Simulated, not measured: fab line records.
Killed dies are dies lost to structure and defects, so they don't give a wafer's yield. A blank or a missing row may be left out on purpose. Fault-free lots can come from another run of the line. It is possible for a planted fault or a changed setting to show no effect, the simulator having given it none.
fab line records	flow sky130
record lots=7	wafers=21	last-day=49
route steps=708 shown VT_ADJUST_HVTP@93 VT_ADJUST_LVTN@97 PAD_OPEN@708
lots that met no fault: taken from a fault-free run of the same line
start-h: start of the lot's first displayed wafer, in hours after the record's first day	wait-h: hours since the lot's step before	" unchanged from the row above	L1.1+2: a row that stands for several wafers	- no value, or no start given	* or withheld: withheld	< > ~ a bound
route shown NAME@n: a module of which the file shows steps, and the number in the route of the first	usual: mean and standard deviation over wafers with no fault	same: alike in all rows	chamber/n: place in a boat	sites: readings site by site	_std_site: how widely they spread, as a standard deviation	_edge_site: the outer-site mean with the inner-site mean subtracted	radius-mm: for every site, how far away it sits from the centre of the wafer	mask NAME#n: copy n	behind: the tool/chamber that last shaped the wafer	hold: why the lot was held/for how many hours/how that ended	device: the transistor (n, p or np) that didn't switch	end of line: at the end of the route, the tests of the same wafers	step lacking rows: just its recipe	killed: at the first sort, the dies lost to defects and structure; wafer yield is something else	map: a wafer's dies, marking killed ones x, the rest . and places with no die _
set.NAME: the setting as run; set.NAME@STEP: as run at that earlier step	model.NAME: the simulator's own value behind a step, which no gauge read
lots at selected steps of the route; one table per step, one row per wafer
services: when a tool's chamber went out of use (start-h, in hours from the record's first day, below 0 if earlier), for how many hours, and the reason
## steps
# step SKY_VT_ADJUST_HVTP_OVL_MEAS_08
# usual VT_ADJUST_HVTP_OVL=-0.3/1.3
lot.wafer	tool	chamber	start-h	wait-h	VT_ADJUST_HVTP_OVL[nm]
L974.2	overlay-02	-	128.64	0.1	0.7
L974.3	"	-	"	"	1.7
L974.4	"	-	"	"	0.8
L975.1	overlay-01	-	142.13	0.1	-0.2
L975.4	"	-	"	"	0.6
L975.6	"	-	"	"	0.7
L976.2	overlay-01	-	145.16	0.1	-1.8
L976.3	"	-	"	"	0.4
L976.6	"	-	"	"	-1.4
L983.1	overlay-02	-	186.35	0.1	-0.2
L983.2	"	-	"	"	0.6
L983.4	"	-	"	"	1.1
L986.3	overlay-01	-	206.11	0.1	1.1
L986.5	"	-	"	"	0.2
L986.6	"	-	"	"	-1.0
L989.3	overlay-01	-	233.44	0.1	-2.0
L989.4	"	-	"	"	-2.9
L989.6	"	-	"	"	-0.2
L994.1	overlay-01	-	249.75	0.1	-2.7
L994.3	"	-	"	"	0.0
L994.6	"	-	"	"	-0.8
# step SKY_VT_ADJUST_HVTP_IMPLANT_09
# recipe species=As	energy-kev=150	dose-cm2=4.3e+12	tilt-deg=withheld
# step SKY_VT_ADJUST_HVTP_STRIP_10
# recipe chemistry=O2/N2	power-w=1400	pressure-mtorr=1500	platen-temp-c=withheld	o2-flow-sccm=3000	n2-flow-sccm=300	overash-fraction=0.5
# usual drypump-motor-current-A=5.63/0.26	oes-product-au=0.716/0.0046	strip-time-to-endpoint-s=14.17/0.039
lot.wafer	tool	chamber	start-h	wait-h	drypump-motor-current-A	oes-product-au	rf-hours-counter-h	strip-time-to-endpoint-s
L974.2	plasma-asher-02	1	128.82	0.1	5.22	0.721	42	14.17
L974.3	"	1	"	"	5.20	0.711	-	14.18
L974.4	"	0	"	"	5.76	0.710	-	14.16
L975.1	plasma-asher-04	1	142.32	0.1	5.93	0.716	48	14.26
L975.4	"	0	"	"	5.66	0.709	-	14.22
L975.6	"	1	"	"	5.98	0.706	-	14.21
L976.2	plasma-asher-02	1	145.34	0.1	5.23	0.719	44	14.14
L976.3	"	1	"	"	5.21	0.714	-	14.19
L976.6	"	0	"	"	5.77	0.713	-	14.19
L983.1	plasma-asher-03	1	186.54	0.1	5.79	0.718	35	14.17
L983.2	"	0	"	"	5.25	0.710	35	14.14
L983.4	"	0	"	"	5.26	0.713	-	14.15
L986.3	plasma-asher-04	0	206.32	0.1	5.66	0.715	-	14.18
L986.5	"	0	"	"	5.66	0.722	-	14.20
L986.6	"	1	"	"	5.94	0.715	-	14.20
L989.3	plasma-asher-03	0	233.65	0.1	5.28	0.712	-	14.14
L989.4	"	1	"	"	5.77	0.721	-	14.17
L989.6	"	0	"	"	5.29	0.717	-	14.13
L994.1	plasma-asher-02	1	249.94	0.1	5.25	0.711	54	14.09
L994.3	"	1	"	"	5.27	0.720	-	14.14
L994.6	"	1	"	"	5.26	0.710	-	14.10
# step SKY_VT_ADJUST_HVTP_TW_MEAS_11
# usual VT_ADJUST_HVTP_TW=1357/12
lot.wafer	tool	chamber	start-h	wait-h	VT_ADJUST_HVTP_TW
L974.2	film-metro-04	-	128.93	0.1	1338
L974.3	"	-	"	"	1339
L974.4	"	-	"	"	1328
L975.1	film-metro-04	-	142.42	0.1	1345
L975.4	"	-	"	"	1338
L975.6	"	-	"	"	1335
L976.2	film-metro-03	-	145.45	0.1	1351
L976.3	"	-	"	"	1358
L976.6	"	-	"	"	1348
L983.1	film-metro-04	-	186.64	0.1	1345
L983.2	"	-	"	"	1342
L983.4	"	-	"	"	1336
L986.3	film-metro-04	-	206.41	0.1	1353
L986.5	"	-	"	"	1347
L986.6	"	-	"	"	1337
L989.3	film-metro-04	-	233.74	0.1	1332
L989.4	"	-	"	"	1334
L989.6	"	-	"	"	1339
L994.1	film-metro-01	-	250.04	0.1	1362
L994.3	"	-	"	"	1361
L994.6	"	-	"	"	1359
# step SKY_VT_ADJUST_LVTN_DEHYDRATE_00
# recipe temp-c=202	time-s=60
# step SKY_VT_ADJUST_LVTN_HMDS_01
# recipe prime-time-s=60	prime-temp-c=120
# step SKY_VT_ADJUST_LVTN_COAT_02
# recipe spin-rpm=2000	resist-thk-nm=3000
# step SKY_VT_ADJUST_LVTN_SOFTBAKE_03
# recipe temp-c=110	time-s=withheld
# step SKY_VT_ADJUST_LVTN_EXPOSE_04
# recipe mask-id=NWM_COMPLEMENT_LESS_NATIVE	na=0.6	source-shape=conventional	sigma-outer=0.6	polarization=unpolarized	target-cd-nm=840	dose-mj=194
# step SKY_VT_ADJUST_LVTN_PEB_05
# recipe temp-c=115	time-s=withheld
# step SKY_VT_ADJUST_LVTN_DEVELOP_06
# recipe wall-angle-deg=90	developer=TMAH	develop-time-s=60	dev-temp-c=23
# step SKY_VT_ADJUST_LVTN_OVL_MEAS_07
# usual VT_ADJUST_LVTN_OVL=0.4/1.3
lot.wafer	tool	chamber	start-h	wait-h	VT_ADJUST_LVTN_OVL[nm]
L974.2	overlay-01	-	147.94	-	3.3
L974.3	"	-	"	"	1.0
L974.4	"	-	"	"	3.1
L975.1	overlay-01	-	162.18	-	1.0
L975.4	"	-	"	"	1.3
L975.6	"	-	"	"	-0.2
L976.2	overlay-01	-	165.32	-	1.2
L976.3	"	-	"	"	1.9
L976.6	"	-	"	"	0.9
L983.1	overlay-01	-	208.17	-	-1.6
L983.2	"	-	"	"	-1.9
L983.4	"	-	"	"	-1.1
L986.3	overlay-02	-	228.04	-	1.3
L986.5	"	-	"	"	2.0
L986.6	"	-	"	"	0.2
L989.3	overlay-02	-	256.62	-	1.1
L989.4	"	-	"	"	-0.3
L989.6	"	-	"	"	1.0
L994.1	overlay-02	-	274.08	-	0.7
L994.3	"	-	"	"	0.0
L994.6	"	-	"	"	2.1
# step SKY_VT_ADJUST_LVTN_IMPLANT_08
# recipe species=B	energy-kev=30	dose-cm2=1.57e+12	tilt-deg=withheld
# usual end-station-pressure-torr=5.03e-06/2.5e-07
# same implant-ion-amu=11
lot.wafer	tool	chamber	start-h	wait-h	end-station-pressure-torr
L974.2	implanter-01	0	147.99	0.0	5.18e-06
L974.3	"	0	"	"	4.78e-06
L974.4	"	0	"	"	5.15e-06
L974.2	implanter-01	0	148.31	0.3	5.27e-06
L974.3	"	0	"	"	5.14e-06
L974.4	"	0	"	"	5.32e-06
L975.1	implanter-03	0	162.22	0.0	4.82e-06
L975.4	"	0	"	"	5.08e-06
L975.6	"	0	"	"	4.8e-06
L975.1	implanter-03	0	162.67	0.4	5.06e-06
L975.4	"	0	"	"	5.16e-06
L975.6	"	0	"	"	4.86e-06
L976.2	implanter-03	0	165.37	0.0	5.34e-06
L976.3	"	0	"	"	5.11e-06
L976.6	"	0	"	"	5.13e-06
L983.1	implanter-03	0	208.20	0.0	5.05e-06
L983.2	"	0	"	"	5.28e-06
L983.4	"	0	"	"	5.21e-06
L983.1	implanter-03	0	208.52	0.3	4.82e-06
L983.2	"	0	"	"	5.15e-06
L983.4	"	0	"	"	5.08e-06
L986.3	implanter-02	0	228.12	0.1	4.64e-06
L986.5	"	0	"	"	4.49e-06
L986.6	"	0	"	"	4.88e-06
L989.3	implanter-03	0	256.70	0.1	5.29e-06
L989.4	"	0	"	"	5.19e-06
L989.6	"	0	"	"	4.9e-06
L994.1	implanter-03	0	274.12	0.0	5e-06
L994.3	"	0	"	"	5.33e-06
L994.6	"	0	"	"	5.12e-06
# step SKY_VT_ADJUST_LVTN_STRIP_09
# recipe chemistry=O2/N2	power-w=1400	pressure-mtorr=1500	platen-temp-c=withheld	o2-flow-sccm=3000	n2-flow-sccm=300	overash-fraction=0.5
# usual drypump-motor-current-A=5.56/0.21	oes-product-au=0.723/0.0044	strip-time-to-endpoint-s=36.96/0.085
lot.wafer	tool	chamber	start-h	wait-h	drypump-motor-current-A	oes-product-au	rf-hours-counter-h	strip-time-to-endpoint-s
L974.2	plasma-asher-04	1	148.43	0.1	5.92	0.722	49	37.09
L974.3	"	1	"	"	5.93	0.724	-	37.07
L974.4	"	0	"	"	5.65	0.722	-	37.05
L975.1	plasma-asher-01	1	162.82	0.1	5.45	0.713	5	36.99
L975.4	"	1	"	"	5.47	0.723	-	36.94
L975.6	"	1	"	"	5.47	0.726	-	36.97
L976.2	plasma-asher-03	0	165.50	0.1	5.24	0.724	33	36.87
L976.3	"	0	"	"	5.28	0.715	-	36.87
L976.6	"	0	"	"	5.27	0.720	-	36.83
L983.1	plasma-asher-04	0	208.67	0.1	5.66	0.726	56	36.95
L983.2	"	1	"	"	5.94	0.726	56	36.90
L983.4	"	1	"	"	5.94	0.728	-	36.83
L986.3	plasma-asher-01	0	228.25	0.1	5.58	0.722	-	37.09
L986.5	"	1	"	"	5.45	0.723	-	37.02
L986.6	"	0	"	"	5.58	0.718	-	36.99
L989.3	plasma-asher-03	0	256.83	0.1	5.27	0.722	-	36.90
L989.4	"	1	"	"	5.75	0.728	-	36.94
L989.6	"	0	"	"	5.28	0.718	-	36.94
L994.1	plasma-asher-04	1	274.27	0.1	5.94	0.727	62	37.04
L994.3	"	1	"	"	5.93	0.729	-	36.88
L994.6	"	0	"	"	5.66	0.726	-	36.94
# step SKY_VT_ADJUST_LVTN_TW_MEAS_10
# usual VT_ADJUST_LVTN_TW=240.9/2.3
lot.wafer	tool	chamber	start-h	wait-h	VT_ADJUST_LVTN_TW
L974.2	film-metro-04	-	148.54	0.1	292.9
L974.3	"	-	"	"	294.4
L974.4	"	-	"	"	294.2
L975.1	film-metro-01	-	162.92	0.1	296.4
L975.4	"	-	"	"	297.0
L975.6	"	-	"	"	297.3
L976.2	film-metro-02	-	165.61	0.1	238.7
L976.3	"	-	"	"	238.7
L976.6	"	-	"	"	240.1
L983.1	film-metro-04	-	208.77	0.1	292.7
L983.2	"	-	"	"	293.5
L983.4	"	-	"	"	295.1
L986.3	film-metro-02	-	228.34	0.1	240.2
L986.5	"	-	"	"	239.6
L986.6	"	-	"	"	239.5
L989.3	film-metro-02	-	256.92	0.1	238.0
L989.4	"	-	"	"	238.7
L989.6	"	-	"	"	238.7
L994.1	film-metro-04	-	274.37	0.1	240.0
L994.3	"	-	"	"	239.6
L994.6	"	-	"	"	239.9
# step SKY_VT_ADJUST_LVTN_DEHYDRATE_11
# recipe temp-c=200	time-s=60
# step SKY_PAD_OPEN_PROBE_99
# usual killed_at_M0_to_M3=42/7.5	killed_at_M4_up=3.2/1.7	killed-at-contacts=24/5.1	killed-at-front-end=15/4.1	killed-at-other=0.3/0.58	killed-dies=85/8.9	killed-open=46/6.4	killed-short=39/6
# same gross-dies=492	killed-at-back-side=0
lot.wafer	tool	chamber	start-h	wait-h	killed_at_M0_to_M3	killed_at_M4_up	killed-at-contacts	killed-at-front-end	killed-at-other	killed-dies	killed-open	killed-short	model.etest.nfet_01v8_lvt.drive-ua-um	model.etest.nfet_01v8_turned.drive-ua-um	model.etest.nfet_01v8.drive-ua-um	model.etest.nfet_01v8_swapped.drive-ua-um	model.etest.nfet_01v8_lvt.vt-sat-v	model.etest.nfet_01v8_lvt.vt-v	model.etest.nfet_01v8.vt-sat-v	model.etest.nfet_01v8_turned.vt-sat-v
L974.2	prober-02	-	1086.64	0.1	40	5	24	18	0	87	44	43	557.9	500.2	495.4	498.8	0.562	0.6194	0.6564	0.6567
L974.3	prober-02	-	1086.69	0.2	37	7	20	12	0	76	46	30	549.6	489.8	484.7	490.1	0.5669	0.6261	0.6652	0.6638
L974.4	prober-02	-	1086.74	0.2	30	2	24	16	1	73	39	34	541.1	480.1	485.1	492.4	0.5768	0.6277	0.6684	0.6734
L975.1	prober-01	-	1094.35	0.1	38	5	22	15	0	80	47	33	545.7	490.3	482.4	481.3	0.579	0.6298	0.6736	0.6737
L975.4	prober-01	-	1094.50	0.2	49	1	23	16	0	89	45	43	571.7	514	515	508.3	0.5615	0.6218	0.6551	0.6585
L975.6	prober-01	-	1094.60	0.2	56	4	19	16	0	95	58	37	553.2	498.4	496	497.4	0.5724	0.6307	0.6692	0.6695
L976.2	prober-02	-	1098.42	0.1	40	7	32	13	1	93	54	39	592.4	518.6	515.1	517	0.5256	0.5998	0.6396	0.6376
L976.3	prober-02	-	1098.47	0.2	43	3	20	16	1	83	44	37	591.6	521.5	515.7	523	0.5261	0.601	0.6418	0.6398
L976.6	prober-02	-	1098.62	0.2	41	4	27	12	1	85	42	42	603.3	531.4	531	533.9	0.518	0.6034	0.6325	0.6312
L983.1	prober-02	-	1142.44	0.1	38	3	23	24	0	88	52	36	517.4	464.9	458.1	458.3	0.5902	0.646	0.6872	0.6878
L983.2	prober-02	-	1142.49	0.1	46	8	25	16	0	95	52	43	515.5	456.9	456.9	459.6	0.596	0.6549	0.6924	0.7003
L983.4	prober-02	-	1142.59	0.2	43	4	19	20	0	86	53	33	511.5	459.2	457.5	460	0.5867	0.6544	0.6833	0.691
L986.3	prober-02	-	1154.11	0.2	56	4	16	12	1	89	54	35	557.9	492.9	492.8	492.2	0.552	0.6205	0.6638	0.6606
L986.5	prober-02	-	1154.21	0.2	47	8	22	13	1	91	51	39	573.8	497.1	499.3	496.6	0.5478	0.6201	0.6592	0.6585
L986.6	prober-02	-	1154.26	0.2	45	3	20	13	0	81	51	30	554.1	490.2	483.9	490	0.5553	0.6279	0.6668	0.6644
L989.3	prober-02	-	1177.09	0.2	36	2	16	17	1	72	38	33	563.6	493.2	496.8	493.2	0.5398	0.6088	0.6486	0.6534
L989.4	prober-02	-	1177.14	0.2	41	3	26	14	0	84	45	39	581.5	513.1	508.1	510.3	0.5233	0.5978	0.6395	0.6398
L989.6	prober-02	-	1177.24	0.2	32	1	26	19	0	78	39	39	569.9	500.2	498.3	500.4	0.5357	0.6069	0.6445	0.6458
L994.1	prober-01	-	1184.65	0.1	31	4	24	18	1	78	35	43	570.5	498.2	496.7	501	0.5359	0.6168	0.6537	0.6554
L994.3	prober-01	-	1184.75	0.2	35	2	25	14	0	76	50	26	586.6	511.4	515.6	511	0.5221	0.6069	0.6401	0.6413
L994.6	prober-01	-	1184.90	0.2	32	1	28	20	0	81	48	33	572.4	500.8	504.4	501.5	0.5339	0.6186	0.645	0.6517
# killed by level:class
L974.2 VIA2:geometric-particle:open=9 CONTACT:geometric-particle:open=9 FIELD_ISO:geometric-particle:open=6 METAL2:geometric-particle:short=6 VIA3:geometric-particle:open=6 VIA2:geometric-particle:short=6 LOCAL_INTERCONNECT:geometric-particle:short=5 CONTACT:geometric-particle:short=5
L974.3 CONTACT:geometric-particle:open=14 VIA1:geometric-particle:open=12 FIELD_ISO:geometric-particle:open=5 METAL2:geometric-particle:short=5 VIA2:geometric-particle:open=5 METAL4:geometric-particle:short=5 FIELD_ISO:geometric-particle:short=4 VIA1:geometric-particle:short=4
L974.4 CONTACT:geometric-particle:open=11 FIELD_ISO:geometric-particle:open=7 LOCAL_INTERCONNECT:geometric-particle:short=7 VIA2:geometric-particle:open=7 VIA1:geometric-particle:open=5 METAL2:geometric-particle:short=4 FIELD_ISO:geometric-particle:short=3 POLY_GATE:geometric-particle:open=3
L975.1 CONTACT:geometric-particle:open=12 METAL1:geometric-particle:short=8 VIA1:geometric-particle:open=7 FIELD_ISO:geometric-particle:open=6 VIA1:geometric-particle:short=5 VIA3:geometric-particle:open=5 LI_CONTACT:geometric-particle:open=4 POLY_GATE:geometric-particle:short=3
L975.4 VIA1:geometric-particle:open=15 VIA1:geometric-particle:short=10 METAL1:geometric-particle:short=8 CONTACT:geometric-particle:open=7 LI_CONTACT:geometric-particle:open=7 VIA2:geometric-particle:open=5 FIELD_ISO:geometric-particle:short=4 POLY_GATE:geometric-particle:short=4
L975.6 VIA1:geometric-particle:open=18 VIA3:geometric-particle:open=8 CONTACT:geometric-particle:open=7 VIA2:geometric-particle:open=7 METAL2:geometric-particle:short=6 CONTACT:geometric-particle:short=5 METAL1:geometric-particle:short=5 FIELD_ISO:geometric-particle:short=4
L976.2 LI_CONTACT:geometric-particle:open=12 CONTACT:geometric-particle:open=9 VIA1:geometric-particle:open=8 FIELD_ISO:geometric-particle:open=6 LI_CONTACT:geometric-particle:short=6 VIA3:geometric-particle:open=6 METAL2:geometric-particle:short=5 VIA2:geometric-particle:open=5
L976.3 VIA1:geometric-particle:open=11 POLY_GATE:geometric-particle:open=6 LI_CONTACT:geometric-particle:open=6 METAL1:geometric-particle:short=6 METAL2:geometric-particle:short=6 VIA2:geometric-particle:open=6 CONTACT:geometric-particle:short=5 VIA3:geometric-particle:open=4
L976.6 VIA1:geometric-particle:open=13 CONTACT:geometric-particle:open=7 LI_CONTACT:geometric-particle:open=6 METAL1:geometric-particle:short=6 LI_CONTACT:geometric-particle:short=5 VIA1:geometric-particle:short=5 FIELD_ISO:geometric-particle:open=4 CONTACT:geometric-particle:short=4
L983.1 VIA2:geometric-particle:open=11 CONTACT:geometric-particle:open=9 VIA1:geometric-particle:open=7 LI_CONTACT:geometric-particle:open=6 POLY_GATE:geometric-particle:short=5 FIELD_ISO:geometric-particle:open=4 POLY_GATE:geometric-particle:open=4 VIA2:geometric-particle:short=4
L983.2 VIA1:geometric-particle:open=18 CONTACT:geometric-particle:open=12 VIA2:geometric-particle:open=6 METAL4:geometric-particle:short=6 METAL2:geometric-particle:short=6 LI_CONTACT:geometric-particle:open=5 CONTACT:geometric-particle:short=5 POLY_GATE:geometric-particle:short=4
L983.4 VIA1:geometric-particle:open=12 CONTACT:geometric-particle:open=8 VIA2:geometric-particle:open=8 FIELD_ISO:geometric-particle:open=6 LI_CONTACT:geometric-particle:open=5 METAL3:geometric-particle:short=5 FIELD_ISO:geometric-particle:short=4 POLY_GATE:geometric-particle:open=4
L986.3 VIA3:geometric-particle:open=12 VIA2:geometric-particle:open=10 VIA1:geometric-particle:open=8 CONTACT:geometric-particle:open=8 VIA1:geometric-particle:short=7 METAL2:geometric-particle:short=7 METAL1:geometric-particle:short=5 FIELD_ISO:geometric-particle:short=3
L986.5 VIA1:geometric-particle:open=13 CONTACT:geometric-particle:open=8 VIA2:geometric-particle:open=8 METAL2:geometric-particle:short=7 LI_CONTACT:geometric-particle:open=6 METAL1:geometric-particle:short=5 VIA1:geometric-particle:short=5 FIELD_ISO:geometric-particle:short=4
L986.6 VIA1:geometric-particle:open=16 CONTACT:geometric-particle:open=8 VIA3:geometric-particle:open=6 VIA2:geometric-particle:open=5 FIELD_ISO:geometric-particle:open=4 LI_CONTACT:geometric-particle:short=4 METAL2:geometric-particle:short=4 POLY_GATE:geometric-particle:short=3
L989.3 VIA1:geometric-particle:open=9 VIA3:geometric-particle:open=7 POLY_GATE:geometric-particle:open=6 CONTACT:geometric-particle:short=6 FIELD_ISO:geometric-particle:short=4 LI_CONTACT:geometric-particle:open=4 VIA2:geometric-particle:open=4 VIA3:geometric-particle:short=4
L989.4 VIA3:geometric-particle:open=8 CONTACT:geometric-particle:open=8 VIA1:geometric-particle:open=8 VIA2:geometric-particle:open=8 METAL2:geometric-particle:short=7 FIELD_ISO:geometric-particle:short=5 LI_CONTACT:geometric-particle:open=5 CONTACT:geometric-particle:short=5
L989.6 POLY_GATE:geometric-particle:open=12 CONTACT:geometric-particle:short=9 METAL1:geometric-particle:short=8 CONTACT:geometric-particle:open=7 LI_CONTACT:geometric-particle:open=5 METAL2:geometric-particle:short=5 VIA2:geometric-particle:open=5 FIELD_ISO:geometric-particle:short=4
L994.1 CONTACT:geometric-particle:open=10 METAL2:geometric-particle:short=8 LI_CONTACT:geometric-particle:open=7 FIELD_ISO:geometric-particle:short=6 FIELD_ISO:geometric-particle:open=4 VIA1:geometric-particle:open=4 LOCAL_INTERCONNECT:geometric-particle:short=4 VIA2:geometric-particle:short=4
L994.3 CONTACT:geometric-particle:open=10 VIA1:geometric-particle:open=10 LI_CONTACT:geometric-particle:open=8 VIA3:geometric-particle:open=5 FIELD_ISO:geometric-particle:short=5 METAL2:geometric-particle:short=5 VIA2:geometric-particle:open=5 FIELD_ISO:geometric-particle:open=4
L994.6 CONTACT:geometric-particle:open=17 VIA1:geometric-particle:open=9 FIELD_ISO:geometric-particle:open=7 FIELD_ISO:geometric-particle:short=6 LI_CONTACT:geometric-particle:open=5 METAL2:geometric-particle:short=5 VIA3:geometric-particle:open=4 POLY_GATE:geometric-particle:open=3
## services
tool	chamber	start-h	hours	kind
plasma-asher-01	-	108.79	9.0	pm
plasma-asher-01	0	108.79	9.0	vent-cycle
plasma-asher-01	1	108.79	9.0	vent-cycle
plasma-asher-01	0	117.79	-	clean
plasma-asher-01	1	117.79	-	clean
plasma-asher-03	-	130.44	32.8	pm
implanter-02	-	145.40	4.6	repair
plasma-asher-02	-	146.76	0.5	repair
implanter-02	-	180.64	0.8	repair
plasma-asher-02	-	185.47	13.6	repair
plasma-asher-01	-	191.64	2.0	repair
plasma-asher-03	-	195.75	4.3	repair
implanter-03	-	209.13	2.0	repair
implanter-03	-	227.16	5.1	repair
## key
first-sign step=SKY_VT_ADJUST_LVTN_IMPLANT_08	reading=visit	direction=added
effect step=SKY_VT_ADJUST_LVTN_TW_MEAS_10	reading=VT_ADJUST_LVTN_TW	direction=up	sigmas=23	usual=240.9	struck=294.8
model-effect step=SKY_PAD_OPEN_PROBE_99	value=etest.nfet_01v8_lvt.drive-ua-um	without=577.5	struck=540.4
met-at SKY_VT_ADJUST_LVTN_IMPLANT_08
struck-wafers L974.2,L974.3,L974.4,L975.1,L975.4,L975.6,L983.1,L983.2,L983.4
tester-left-out L974,L975,L983
fault kind=repeated-step-whole	tool=implanter-01,implanter-02,implanter-03	chamber=-	onset-h=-	steps=SKY_VT_ADJUST_LVTN_IMPLANT_08	times=1	scope=struck-lots-only
# tester-left-out: of these lots the tester's yield and bins aren't shown, on N5 and GAA mostly nor the transistor test; their killed dies are dies lost to structure and defects alone, not to doping, threshold or leakage, so they don't give the yield
